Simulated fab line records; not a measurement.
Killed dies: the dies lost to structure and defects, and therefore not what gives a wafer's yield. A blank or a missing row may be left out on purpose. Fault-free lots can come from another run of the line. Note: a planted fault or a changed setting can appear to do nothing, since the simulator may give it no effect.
Which of the tools did it? | flow gf180mcu | 11 lots with 33 wafers sampled at 2 steps, on a route of 602 steps

WHAT EACH GAUGE READ, for each wafer
GF_M1_RS_MEAS_05: a four-point-probe measurement.
lot  | measured     | on           | M1_ALCU_RS (ohm/sq)
L618 | day 16 13:10 | filmMetro-02 | 0.0680 0.0697 0.0692
L620 | day 17 07:00 | filmMetro-02 | 0.0684 0.0684 0.0695
L622 | day 17 18:54 | filmMetro-02 | 0.0704 0.0688 0.0696
L631 | day 21 18:20 | filmMetro-02 | 0.0690 0.0699 0.0696
L632 | day 22 01:29 | filmMetro-02 | 0.0701 0.0709 0.0709
L634 | day 22 10:35 | filmMetro-03 | 0.0697 0.0701 0.0694
L635 | day 22 19:50 | filmMetro-02 | 0.0699 0.0697 0.0687
L636 | day 23 00:36 | filmMetro-04 | 0.0686 0.0692 0.0686
L637 | day 23 07:50 | filmMetro-02 | 0.0705 0.0697 0.0693
L638 | day 23 17:10 | filmMetro-02 | 0.0692 0.0694 0.0693
L640 | day 24 09:09 | filmMetro-02 | 0.0689 0.0692 0.0690

EACH LOT AND THE TOOL THAT RAN IT (in order: tool; ch and the chambers of the sampled wafers; start)
lot  | GF_CONTACT_SPUTTER_22
L618 | pvdSputter-03, day 16 12:12
L620 | pvdSputter-03, day 17 06:04
L622 | pvdSputter-01, day 17 17:59
L631 | pvdSputter-04, day 21 16:14
L632 | pvdSputter-03, day 22 00:33
L634 | pvdSputter-03, day 22 09:37
L635 | pvdSputter-01, day 22 18:55
L636 | pvdSputter-03, day 22 23:42
L637 | pvdSputter-04, day 23 06:55
L638 | pvdSputter-03, day 23 16:14
L640 | pvdSputter-04, day 24 08:11
- GF_CONTACT_SPUTTER_22: material Ti, target thk 15 nm, time 80.02 s.

THE ANSWER, worked out from the rows above alone
Rule: the usual values come from the lots themselves. Put in order of their means at a reading, lots are off if they are a third of the lots or fewer, leave a main group of 4 or more, and stand apart from it by a gap of 3 or more times the standard deviation of the main group's means; of several such gaps the widest counts. If all means in a main group match to the digits the tables above print for the reading, that group is not used. A lot without any number at a reading at which 4 lots or more have one is off too. The other lots that the step has rows for count as sound.
None of the lots is off at any reading shown; this tells nothing.

WHAT THE SIMULATOR PUT IN
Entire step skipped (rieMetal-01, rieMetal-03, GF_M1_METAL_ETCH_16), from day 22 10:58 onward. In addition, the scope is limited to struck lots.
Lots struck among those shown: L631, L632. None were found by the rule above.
